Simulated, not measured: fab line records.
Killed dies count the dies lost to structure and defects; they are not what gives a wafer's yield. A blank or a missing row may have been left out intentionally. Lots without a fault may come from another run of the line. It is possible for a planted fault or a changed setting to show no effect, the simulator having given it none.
fab line records | flow sky130
record lots=10 wafers=30 last-day=51
route steps=708 shown METAL2@484 VIA2@510 VIA3@587 PAD_OPEN@708
lots untouched by any fault: they come from a run of this same line in which no faults occurred
start-h: start of the lot's first displayed wafer, in hours after the record's first day | wait-h: hours from the lot's prior step to this one | " identical to the entry in the row above | L1.1+2: several wafers, shown together as one row | - no value, or no start given | * or withheld: withheld | < > ~ a bound
route shown NAME@n: NAME is a module with steps in the file, n the number in the route of the first one | usual: average and standard deviation across the fault-free wafers | same: alike in all rows | chamber/n: place in a boat | sites: the reading at each site | _std_site: standard deviation of those values | _edge_site: inner sites' mean taken away from outer sites' mean | radius-mm: how far each site lies from the wafer's centre | mask NAME#n: copy n | behind: the last tool/chamber to shape the wafer | hold: the reason the lot was held/the length of the hold in hours/how it ended | device: the n, p or np transistor that did not switch | end of line: tests run on the same wafers once the route is complete | a step given without rows: its recipe and nothing more | killed: the dies lost at the first sort to structure and to defects; this is not the yield of the wafer | map: the dies of a wafer, with x for killed, . for not killed, _ for no die there
set.NAME: the setting as run; set.NAME@STEP: as run at that earlier step | model.NAME: the simulator's own value behind a step, which no gauge read
a sample of lots followed through the steps of the route, with each step as a table and each wafer as a row
services: a tool's chamber out of use, with start hour (start-h, from the record's first day; less than 0 if before it), hours out, and reason
## steps
# step SKY_METAL2_SPUTTER_01
# recipe material=TiN target-thk-nm=20 power-w=6500 time-s=16.7 chamber-pressure-pa=0.4
# usual throttle-valve-pct=29.4/0.85
# columns lot.wafer tool chamber start-h wait-h throttle-valve-pct
L348.3 pvd-sputter-03 - 840.40 0.0 28.0
L348.4 " - " " 28.2
L348.5 " - " " 29.9
L349.1 pvd-sputter-02 - 849.20 0.0 28.2
L349.4 " - " " 30.4
L349.6 " - " " 30.2
L352.2 pvd-sputter-03 - 873.13 0.0 27.8
L352.3 " - " " 30.1
L352.4 " - " " 28.3
L354.3 pvd-sputter-02 - 898.81 0.0 29.9
L354.4 " - " " 30.5
L354.6 " - " " 28.6
L359.3 pvd-sputter-02 - 931.77 0.0 29.4
L359.5 " - " " 29.4
L359.6 " - " " 30.4
L360.2 pvd-sputter-04 - 945.58 0.0 30.6
L360.3 " - " " 29.7
L360.4 " - " " 30.0
L363.2 pvd-sputter-02 - 963.22 0.0 28.8
L363.3 " - " " 29.4
L363.4 " - " " 28.7
L365.1 pvd-sputter-04 - 972.91 0.0 28.7
L365.2 " - " " 29.9
L365.6 " - " " 30.1
L367.4 pvd-sputter-02 - 979.54 0.0 28.8
L367.5 " - " " 29.3
L367.6 " - " " 30.5
L368.1 pvd-sputter-03 - 981.60 0.0 27.9
L368.2 " - " " 28.2
L368.5 " - " " 29.9
# step SKY_METAL2_ETCH_18
# recipe chemistry=N2/H2 target=BARC ion-energy-ev=200 bias-w=100 pressure-mtorr=30 n2-flow-sccm=100 h2-flow-sccm=200 icp-w=500 stop-on=SiO2 time-s=45.9 target-depth-a=600
# usual drypump-motor-current-A=5.6/0.35 h2-flow-sccm=199.9/0.6 oes-product-au=0.856/0.0048 run-length-s=74.3/0.84 throttle-valve-pct=13.225/0.0087
# columns lot.wafer tool chamber start-h wait-h drypump-motor-current-A h2-flow-sccm oes-product-au rf-hours-counter-h run-length-s throttle-valve-pct
L348.3 rie-metal-01 1 867.11 0.1 5.4 199.7 0.859 - 73.9 13.222
L348.4 " 1 " " 5.4 199.5 0.854 - 74.0 13.218
L348.5 " 1 " " 5.4 199.2 0.850 - 74.3 13.216
L349.1 rie-metal-01 1 876.16 0.1 5.4 200.4 0.857 11 74.3 13.232
L349.4 " 1 " " 5.4 200.3 0.866 - 73.9 13.229
L349.6 " 1 " " 5.4 200.4 0.858 - 73.8 13.233
L352.2 rie-metal-01 0 900.03 0.0 6.2 199.0 0.854 18 74.5 13.237
L352.3 " 0 " " 6.1 199.9 0.858 - 74.4 13.225
L352.4 " 1 " " 5.4 202.0 0.858 - 74.2 13.232
L354.3 rie-metal-03 0 924.62 0.0 5.8 201.0 0.849 - 74.3 13.224
L354.4 " 1 " " 4.7 201.1 0.853 - 74.1 13.231
L354.6 " 0 " " 5.8 201.1 0.866 - 74.2 13.222
L359.3 rie-metal-01 0 956.97 0.0 6.2 199.8 0.855 - 74.5 13.232
L359.5 " 0 " " 6.1 199.7 0.849 - 74.2 13.224
L359.6 " 1 " " 5.3 200.6 0.855 - 74.0 13.233
L360.2 rie-metal-01 0 971.25 0.0 6.1 200.2 0.856 2 74.2 13.231
L360.3 " 0 " " 6.1 199.8 0.851 - 74.1 13.231
L360.4 " 1 " " 5.3 200.3 0.855 - 74.1 13.215
L363.2 rie-metal-03 0 988.39 0.1 5.8 198.8 0.858 - 74.3 13.242
L363.3 " 0 " " 5.8 198.4 0.851 - 74.0 13.234
L363.4 " 0 " " 5.8 198.1 0.851 - 74.1 13.224
L365.1 rie-metal-01 0 997.32 0.0 6.2 198.8 0.853 3 74.3 13.230
L365.2 " 1 " " 5.3 200.3 0.853 17 74.2 13.232
L365.6 " 1 " " 5.3 199.9 0.858 - 73.9 13.231
L367.4 rie-metal-01 1 1004.07 0.1 5.3 199.9 0.857 - 73.9 13.206
L367.5 " 1 " " 5.3 199.8 0.846 - 74.1 13.213
L367.6 " 1 " " 5.3 199.3 0.849 - 74.0 13.216
L368.1 rie-metal-04 1 1006.13 0.0 5.5 201.1 0.856 17 77.1 13.240
L368.2 " 0 " " 5.3 200.6 0.852 9 76.5 13.222
L368.5 " 1 " " 5.5 200.3 0.859 - 77.2 13.213
# step SKY_VIA2_BOW_MEAS_03
# recipe mode=bow
# usual VIA2_BOW=86/7.6
# columns lot.wafer tool chamber start-h wait-h VIA2_BOW[um]
L348.3 film-metro-01 - 868.50 0.2 81
L348.4 " - " " 91
L348.5 " - " " 90
L349.1 film-metro-02 - 877.74 0.1 80
L349.4 " - " " 91
L349.6 " - " " 85
L352.2 film-metro-04 - 901.43 0.3 83
L352.3 " - " " 80
L352.4 " - " " 94
L354.3 film-metro-01 - 925.87 0.2 83
L354.4 " - " " 71
L354.6 " - " " 70
L359.3 film-metro-01 - 958.22 0.2 84
L359.5 " - " " 96
L359.6 " - " " 95
L360.2 film-metro-01 - 972.50 0.3 85
L360.3 " - " " 95
L360.4 " - " " 104
L363.2 film-metro-04 - 989.77 0.1 83
L363.3 " - " " 95
L363.4 " - " " 91
L365.1 film-metro-02 - 998.55 0.2 93
L365.2 " - " " 80
L365.6 " - " " 90
L367.4 film-metro-02 - 1005.45 0.2 91
L367.5 " - " " 89
L367.6 " - " " 83
L368.1 film-metro-04 - 1007.41 0.2 91
L368.2 " - " " 92
L368.5 " - " " 90
# step SKY_VIA3_ETCH_14
# recipe chemistry=N2/H2 target=BARC ion-energy-ev=200 source-w=500 bias-w=100 pressure-mtorr=30 n2-flow-sccm=100 h2-flow-sccm=200 stop-on=SiO2 time-s=45.9 target-depth-a=600
# usual drypump-motor-current-A=5.9/0.55 h2-flow-sccm=200.0/0.6 oes-product-au=0.855/0.0044 run-length-s=74.1/0.55 throttle-valve-pct=13.225/0.0088
# columns lot.wafer tool chamber start-h wait-h drypump-motor-current-A h2-flow-sccm oes-product-au rf-hours-counter-h run-length-s throttle-valve-pct
L348.3 rie-diel-04 3 973.40 0.0 4.9 200.4 0.853 4 74.0 13.221
L348.4 " 2 " " 6.5 200.5 0.859 17 73.5 13.226
L348.5 " 1 " " 6.5 201.0 0.858 - 74.0 13.232
L349.1 rie-diel-04 1 983.44 0.0 6.5 200.0 0.846 9 74.0 13.218
L349.4 " 3 " " 5.0 200.2 0.861 4 73.9 13.228
L349.6 " 3 " " 4.9 200.7 0.861 - 74.2 13.235
L352.2 rie-diel-01 0 1004.29 0.0 5.9 198.7 0.858 16 73.7 13.214
L352.3 " 3 " " 6.3 199.7 0.862 16 73.7 13.219
L352.4 " 1 " " 5.7 199.5 0.853 0 74.8 13.238
L354.3 rie-diel-02 3 1026.60 0.0 5.3 199.4 0.853 15 73.6 13.219
L354.4 " 1 " " 5.7 199.5 0.858 8 75.0 13.221
L354.6 " 3 " " 5.3 199.0 0.858 - 73.7 13.218
L359.3 rie-diel-02 3 1057.60 0.0 5.3 199.6 1.010 16 62.6 13.253
L359.5 " 0 " " 5.3 200.4 1.001 - 63.6 13.239
L359.6 " 3 " " 5.3 199.7 1.004 - 62.4 13.230
L360.2 rie-diel-02 0 1070.52 0.0 5.3 199.8 1.014 18 63.3 13.236
L360.3 " 1 " " 5.7 199.5 1.017 10 64.2 13.233
L360.4 " 3 " " 5.3 200.4 1.001 17 62.7 13.247
L363.2 rie-diel-01 3 1089.09 0.0 6.3 199.8 0.862 18 73.4 13.225
L363.3 " 2 " " 6.2 200.3 0.857 13 74.8 13.219
L363.4 " 1 " " 5.7 200.3 0.853 4 74.7 13.220
L365.1 rie-diel-01 3 1094.57 0.0 6.3 199.3 0.860 18 73.5 13.221
L365.2 " 1 " " 5.7 199.3 0.854 4 75.0 13.224
L365.6 " 0 " " 5.9 200.5 0.848 - 73.4 13.224
L367.4 rie-diel-04 1 1099.77 0.0 6.5 200.5 0.848 12 74.1 13.228
L367.5 " 2 " " 6.5 200.3 0.850 - 73.4 13.223
L367.6 " 3 " " 5.0 200.5 0.860 - 74.3 13.220
L368.1 rie-diel-01 3 1101.09 0.0 6.3 200.7 0.861 18 73.7 13.219
L368.2 " 2 " " 6.2 199.8 0.853 13 74.5 13.232
L368.5 " 2 " " 6.2 200.2 0.860 - 74.5 13.217
# step SKY_VIA3_STRIP_16
# recipe chemistry=O2/N2 power-w=1400 pressure-mtorr=1500 platen-temp-c=withheld o2-flow-sccm=3000 n2-flow-sccm=300 overash-fraction=0.5
# usual drypump-motor-current-A=5.9/0.54 o2-flow-sccm=3001/8.6 oes-product-au=0.401/0.005 strip-time-to-endpoint-s=4.128/0.029
# columns lot.wafer tool chamber start-h wait-h drypump-motor-current-A o2-flow-sccm oes-product-au rf-hours-counter-h strip-time-to-endpoint-s
L348.3 plasma-asher-04 1 973.53 0.1 6.5 2994 0.402 - 4.157
L348.4 " 0 " " 5.9 2996 0.398 - 4.154
L348.5 " 1 " " 6.5 2986 0.410 - 4.177
L349.1 plasma-asher-01 0 983.54 0.0 5.4 3004 0.396 58 4.154
L349.4 " 1 " " 6.2 3003 0.415 - 4.138
L349.6 " 1 " " 6.2 3002 0.400 - 4.150
L352.2 plasma-asher-01 0 1004.39 0.0 5.4 3004 0.405 60 4.106
L352.3 " 1 " " 6.2 2992 0.409 - 4.129
L352.4 " 0 " " 5.4 3010 0.405 - 4.177
L354.3 plasma-asher-02 0 1026.74 0.1 6.1 2998 0.402 - 4.102
L354.4 " 1 " " 4.7 3003 0.398 - 4.098
L354.6 " 0 " " 6.2 3009 0.394 - 4.093
L359.3 plasma-asher-02 0 1057.73 0.1 6.2 3000 0.413 - 4.217
L359.5 " 1 " " 4.7 3004 0.403 - 4.202
L359.6 " 0 " " 6.2 3021 0.401 - 4.215
L360.2 plasma-asher-02 1 1070.62 0.0 4.7 3003 0.400 22 4.217
L360.3 " 1 " " 4.7 3000 0.412 - 4.248
L360.4 " 0 " " 6.2 3001 0.409 - 4.233
L363.2 plasma-asher-01 0 1089.19 0.0 5.4 3001 0.419 69 4.132
L363.3 " 0 " " 5.4 2984 0.403 - 4.103
L363.4 " 1 " " 6.2 3019 0.402 - 4.182
L365.1 plasma-asher-01 1 1094.67 0.0 6.2 3009 0.407 69 4.131
L365.2 " 0 " " 5.4 3006 0.403 69 4.157
L365.6 " 0 " " 5.3 3004 0.398 - 4.065
L367.4 plasma-asher-04 0 1099.91 0.1 5.9 2995 0.398 - 4.132
L367.5 " 1 " " 6.5 3002 0.397 - 4.135
L367.6 " 0 " " 5.9 3011 0.404 - 4.139
L368.1 plasma-asher-01 0 1101.19 0.0 5.4 2993 0.398 70 4.143
L368.2 " 1 " " 6.2 2995 0.400 70 4.115
L368.5 " 0 " " 5.4 3004 0.393 - 4.078
# step SKY_PAD_OPEN_PROBE_99
# usual defect-limited-yield=82.6/1.7 killed_at_M0_to_M3=43/7 killed_at_M4_up=3.1/1.5 killed-at-contacts=23/4.9 killed-at-front-end=16/3.9 killed-at-other=0.3/0.52 killed-dies=86/8.2 killed-open=47/6.1 killed-short=38/5.8 sort_bin_3_pad_short=0.8/0.41 sort_bin_5_function=10.2/1.3 sort_bin_6_memory=6.4/1.1 sort-n-pass=406/8.2 sort-yield-pct=82.6/1.7
# same gross-dies=492 killed-at-back-side=0 sort_bin_4_leakage[%]=0 sort_bin_8_speed[%]=0
# columns lot.wafer tool chamber start-h wait-h defect-limited-yield[%] killed_at_M0_to_M3 killed_at_M4_up killed-at-contacts killed-at-front-end killed-at-other killed-dies killed-open killed-short sort_bin_3_pad_short[%] sort_bin_5_function[%] sort_bin_6_memory[%] sort-n-pass sort-yield-pct[%]
L359.3 prober-02 - 1189.72 0.2 78.7 58 4 28 15 0 105 54 51 0.8 12.2 8.3 387 78.7
L359.5 prober-02 - 1189.82 0.2 83.1 46 3 18 15 1 83 52 30 0.2 10.4 6.3 409 83.1
L359.6 prober-02 - 1189.87 0.2 78.3 59 1 30 17 0 107 63 42 1.4 11.8 8.5 385 78.3
L360.2 prober-01 - 1201.21 0.1 83.1 37 1 26 19 0 83 47 36 1.0 10.2 5.7 409 83.1
L360.3 prober-01 - 1201.26 0.2 82.9 46 3 21 14 0 84 43 41 1.2 9.8 6.1 408 82.9
L360.4 prober-01 - 1201.31 0.2 81.9 41 4 22 20 2 89 46 41 1.0 10.4 6.7 403 81.9
L368.1 prober-02 - 1223.15 0.1 83.5 40 1 26 14 0 81 44 37 1.0 10.2 5.3 411 83.5
L368.2 prober-02 - 1223.20 0.1 84.8 31 2 28 14 0 75 42 33 0.6 9.6 5.1 417 84.8
L368.5 prober-02 - 1223.35 0.2 80.7 47 3 29 16 0 95 55 40 1.4 12.0 5.9 397 80.7
L367.4 prober-01 - 1223.99 0.2 82.1 43 4 27 14 0 88 47 40 0.6 12.8 4.5 404 82.1
L367.5 prober-01 - 1224.04 0.2 82.7 41 3 23 17 1 85 36 48 0.6 10.4 6.3 407 82.7
L367.6 prober-01 - 1224.09 0.2 82.5 51 1 24 10 0 86 41 43 0.8 10.0 6.7 406 82.5
# killed by level:class
L359.3 VIA1:geometric-particle:open=18 CONTACT:geometric-particle:short=11 VIA2:geometric-particle:open=10 CONTACT:geometric-particle:open=7 VIA3:geometric-particle:open=7 POLY_GATE:geometric-particle:short=5 VIA1:geometric-particle:short=5 METAL2:geometric-particle:short=5
L359.5 VIA1:geometric-particle:open=14 VIA3:geometric-particle:open=9 METAL2:geometric-particle:short=7 CONTACT:geometric-particle:open=5 POLY_GATE:geometric-particle:open=5 LI_CONTACT:geometric-particle:open=5 FIELD_ISO:geometric-particle:open=4 VIA1:geometric-particle:short=4
L359.6 VIA1:geometric-particle:open=11 LI_CONTACT:geometric-particle:open=11 CONTACT:geometric-particle:open=11 VIA2:geometric-particle:open=8 METAL1:geometric-particle:short=7 CONTACT:geometric-particle:short=6 VIA1:geometric-particle:short=6 FIELD_ISO:geometric-particle:open=5
L360.2 CONTACT:geometric-particle:open=11 VIA1:geometric-particle:open=9 FIELD_ISO:geometric-particle:open=7 CONTACT:geometric-particle:short=7 POLY_GATE:geometric-particle:short=6 VIA3:geometric-particle:open=6 VIA1:geometric-particle:short=4 METAL2:geometric-particle:short=4
L360.3 VIA1:geometric-particle:open=11 METAL2:geometric-particle:short=7 LI_CONTACT:geometric-particle:open=6 CONTACT:geometric-particle:open=5 VIA2:geometric-particle:open=5 VIA3:geometric-particle:short=5 FIELD_ISO:geometric-particle:open=4 FIELD_ISO:geometric-particle:short=4
L360.4 VIA1:geometric-particle:open=10 LI_CONTACT:geometric-particle:open=9 VIA1:geometric-particle:short=8 POLY_GATE:geometric-particle:short=7 METAL1:geometric-particle:short=7 CONTACT:geometric-particle:open=6 FIELD_ISO:geometric-particle:short=4 POLY_GATE:geometric-particle:open=4
L368.1 CONTACT:geometric-particle:open=12 VIA1:geometric-particle:open=10 FIELD_ISO:geometric-particle:short=6 VIA2:geometric-particle:short=6 LI_CONTACT:geometric-particle:open=5 VIA3:geometric-particle:open=5 METAL2:geometric-particle:short=5 LOCAL_INTERCONNECT:geometric-particle:short=4
L368.2 CONTACT:geometric-particle:open=12 VIA3:geometric-particle:open=6 VIA2:geometric-particle:open=6 CONTACT:geometric-particle:short=5 VIA1:geometric-particle:open=5 POLY_GATE:geometric-particle:open=4 LI_CONTACT:geometric-particle:open=4 LOCAL_INTERCONNECT:geometric-particle:short=4
L368.5 VIA2:geometric-particle:open=11 LI_CONTACT:geometric-particle:open=10 CONTACT:geometric-particle:open=9 VIA1:geometric-particle:open=7 METAL2:geometric-particle:short=7 VIA3:geometric-particle:open=7 LOCAL_INTERCONNECT:geometric-particle:short=6 FIELD_ISO:geometric-particle:open=4
L367.4 CONTACT:geometric-particle:open=9 VIA1:geometric-particle:open=9 VIA3:geometric-particle:open=8 VIA2:geometric-particle:open=7 LI_CONTACT:geometric-particle:open=6 LOCAL_INTERCONNECT:geometric-particle:short=6 VIA3:geometric-particle:short=5 FIELD_ISO:geometric-particle:short=4
L367.5 FIELD_ISO:geometric-particle:short=8 METAL2:geometric-particle:short=8 LOCAL_INTERCONNECT:geometric-particle:short=7 LI_CONTACT:geometric-particle:open=6 CONTACT:geometric-particle:open=6 VIA1:geometric-particle:short=5 METAL1:geometric-particle:short=5 METAL1:geometric-particle:open=4
L367.6 VIA1:geometric-particle:open=12 VIA3:geometric-particle:open=9 METAL1:geometric-particle:short=6 METAL2:geometric-particle:short=6 VIA2:geometric-particle:short=5 LOCAL_INTERCONNECT:geometric-particle:short=5 CONTACT:geometric-particle:short=5 CONTACT:geometric-particle:open=5
## services
# columns tool chamber start-h hours kind
plasma-asher-02 - 845.56 7.7 repair
rie-diel-01 2 847.22 11.1 repair
rie-metal-01 0 856.64 13.8 repair
rie-diel-04 - 867.07 2.8 pm
pvd-sputter-03 - 868.93 1.1 repair
rie-diel-02 1 871.97 12.6 repair
rie-metal-01 0 874.16 21.6 repair
plasma-asher-02 - 874.53 15.6 pm
plasma-asher-01 - 884.84 2.0 repair
rie-diel-04 1 890.49 6.2 repair
rie-diel-01 - 890.82 0.4 repair
rie-diel-04 2 891.64 1.2 repair
rie-metal-01 - 905.16 0.8 repair
plasma-asher-02 - 917.56 2.8 pm
rie-diel-01 1 926.73 12.8 repair
pvd-sputter-02 - 937.82 1.3 repair
plasma-asher-01 - 949.62 14.6 pm
pvd-sputter-02 - 970.14 3.6 repair
rie-metal-01 - 980.78 15.6 pm
rie-metal-01 0 1003.49 132.3 repair
rie-metal-01 - 1024.85 2.8 pm
rie-metal-01 - 1028.09 14.6 pm
rie-diel-01 - 1055.57 2.8 pm
rie-diel-01 3 1061.10 19.4 repair
## key
first-sign step=SKY_VIA3_ETCH_14 reading=oes-product-au direction=up sigmas=35 usual=0.855 struck=1.008
effect step=SKY_VIA3_ETCH_14 reading=run-length-s direction=down sigmas=20 usual=* struck=*
effect step=SKY_VIA3_STRIP_16 reading=strip-time-to-endpoint-s direction=up sigmas=3.2 usual=* struck=*
met-at SKY_VIA3_ETCH_14
struck-lots L359,L360
not-acting-at SKY_METAL2_SPUTTER_01,SKY_METAL2_ETCH_18,SKY_VIA2_BOW_MEAS_03
onset-between 1026.60 1057.60
fault kind=process-parameter-drift tool=rie-diel-02 chamber=- onset-h=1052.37 steps=SKY_VIA3_ETCH_14 channel=time-s offset=* shape=step end-h=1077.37 acts-in=* stated=*
